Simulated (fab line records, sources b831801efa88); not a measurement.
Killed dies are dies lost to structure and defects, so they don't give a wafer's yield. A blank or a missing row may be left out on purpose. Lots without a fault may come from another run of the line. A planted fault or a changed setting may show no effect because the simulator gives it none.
One fault seen from 2 desks | flow sky130 | each desk has only its own numbers; what lay behind them comes last

THE METROLOGY DESK
What the gauges read, lot by lot, whatever tool the lot ran on: means of the sampled wafers that have a number. A lot is out of limits, marked OUT, if its mean lies more than 4 standard deviations from the usual mean; the brackets give that distance.
Columns: A = LDD_LDN_TW at SKY_LDD_LDN_TW_MEAS_13, usual 1487; B = SPACER_CVD_00_THK at SKY_SPACER_THK_MEAS_01, usual 43.1 nm; C = cd_nm at SKY_POLY_CUT_CD_MEAS_08, usual 269.8 nm
lot  | first seen here | A    | B    | C
L998 | day 24 16:47    | 1484 | 43.3 | 271.1
L103 | day 31 09:24    | 1495 | 43.5 | 270.9
L107 | day 31 13:29    | 1485 | 43.5 | 268.6
L111 | day 31 14:22    | 1487 | 43.1 | 267.8
L113 | day 31 15:13    | 1489 | 42.7 | 271.7
L109 | day 31 18:46    | 1480 | 42.4 | 266.6
This desk's finding: nothing out of limits on any of the 6 lots.

THE TOOL OWNER'S DESK: litho_track-04
The tool's own readings at SKY_POLY_CUT_DEVELOP_07 (develop time 60 s): means of the sampled wafers that have a number, for each lot that ran on this tool. A lot is out of limits, marked OUT, if its mean lies more than 4 standard deviations from the usual mean; the brackets give that distance.
Columns: A = developer_temp_C at SKY_POLY_CUT_DEVELOP_07, usual 20.98 C
lot  | first seen here | A
L998 | day 25 22:00    | 20.91
L103 | day 32 15:00    | 20.92
L111 | day 32 19:00    | 18.88 (-19) OUT
L109 | day 32 23:00    | 18.71 (-21) OUT
This desk's finding: out of limits on L109, L111; first on L111, day 32 19:00 (developer_temp_C at SKY_POLY_CUT_DEVELOP_07). In limits: L998, L103.

PUT TOGETHER
The tool owner's desk could have raised an alarm at day 32 19:00, on L109, L111.
The metrology desk saw nothing out of limits.
The metrology desk has L109, L111 on record, within its limits.
Of the lots named, all ran SKY_POLY_CUT_DEVELOP_07 on litho_track-04.

WHAT THE SIMULATOR HAD PUT IN
Process parameter drift: litho_track-04, from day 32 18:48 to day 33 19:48, at SKY_POLY_CUT_DEVELOP_07. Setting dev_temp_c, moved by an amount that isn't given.
Lots struck among those shown: L109, L111.
Hours from the fault's start to each desk's first reading out of limits: the tool owner's desk, 0.
